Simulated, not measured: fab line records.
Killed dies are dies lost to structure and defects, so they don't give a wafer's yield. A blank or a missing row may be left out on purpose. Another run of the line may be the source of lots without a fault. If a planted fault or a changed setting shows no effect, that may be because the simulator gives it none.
What tool caused it? | flow gf180mcu | 13 lots (39 wafers sampled), 1 step of a 602-step route

## WHAT THE GAUGES READ, wafer by wafer
GF_V3_RS_MEAS_24: the measuring method here is four-point-probe. Usual: V3_W_RS gives 0.326 ohm/sq (standard deviation 0.0035).
lot  | measured     | on            | V3_W_RS (ohm/sq)  | flag
L879 | day 23 07:10 | film-metro-04 | 0.331 0.334 0.332 |
L880 | day 24 03:46 | film-metro-03 | 0.323 0.324 0.324 |
L881 | day 24 06:53 | film-metro-04 | 0.329 0.328 0.327 |
L883 | day 24 20:12 | film-metro-04 | 0.323 0.320 0.323 |
L882 | day 25 00:33 | film-metro-04 | 0.323 0.325 0.323 |
L884 | day 25 02:05 | film-metro-01 | 0.327 0.331 0.326 |
L886 | day 25 21:17 | film-metro-01 | 0.326 0.328 0.326 |
L887 | day 26 04:22 | film-metro-04 | 0.327 0.328 0.324 |
L890 | day 27 05:20 | film-metro-03 | 0.328 0.331 0.326 |
L891 | day 27 09:07 | film-metro-01 | 0.326 0.329 0.327 |
L893 | day 28 03:50 | film-metro-04 | 0.329 0.331 0.326 |
L897 | day 29 00:27 | film-metro-03 | 0.329 0.328 0.330 |
L901 | day 30 02:26 | film-metro-03 | 0.319 0.316 0.320 |

## TOOL THAT RAN EACH LOT (tool first, then ch and the chambers of the sampled wafers, then the start)
There is no process step in the record ahead of these readings.

## WHAT THE TOOLS THEMSELVES READ (means of the sampled wafers that have a number; where no wafer has one, the mark that the record gives instead)
The record holds no such reading with a usual standard deviation.

## THE ANSWER, worked out from the rows above alone
Rule: take the mean of a lot's wafers that have a number; if it is more than 3 standard deviations from the usual mean, the lot is off. A lot without any number at a reading at which 4 lots or more have one is off too. The other lots that the step has rows for count as sound. First the gauges in route order, then the tools' own readings, where a lot's mean is used as printed above. The first step at which some lot is off is used, and at that step the reading that is off furthest; a lot without a number counts as furthest.
No lot is off on any of the readings shown, so nothing can be concluded from this.

## WHAT THE SIMULATOR HAD PUT IN
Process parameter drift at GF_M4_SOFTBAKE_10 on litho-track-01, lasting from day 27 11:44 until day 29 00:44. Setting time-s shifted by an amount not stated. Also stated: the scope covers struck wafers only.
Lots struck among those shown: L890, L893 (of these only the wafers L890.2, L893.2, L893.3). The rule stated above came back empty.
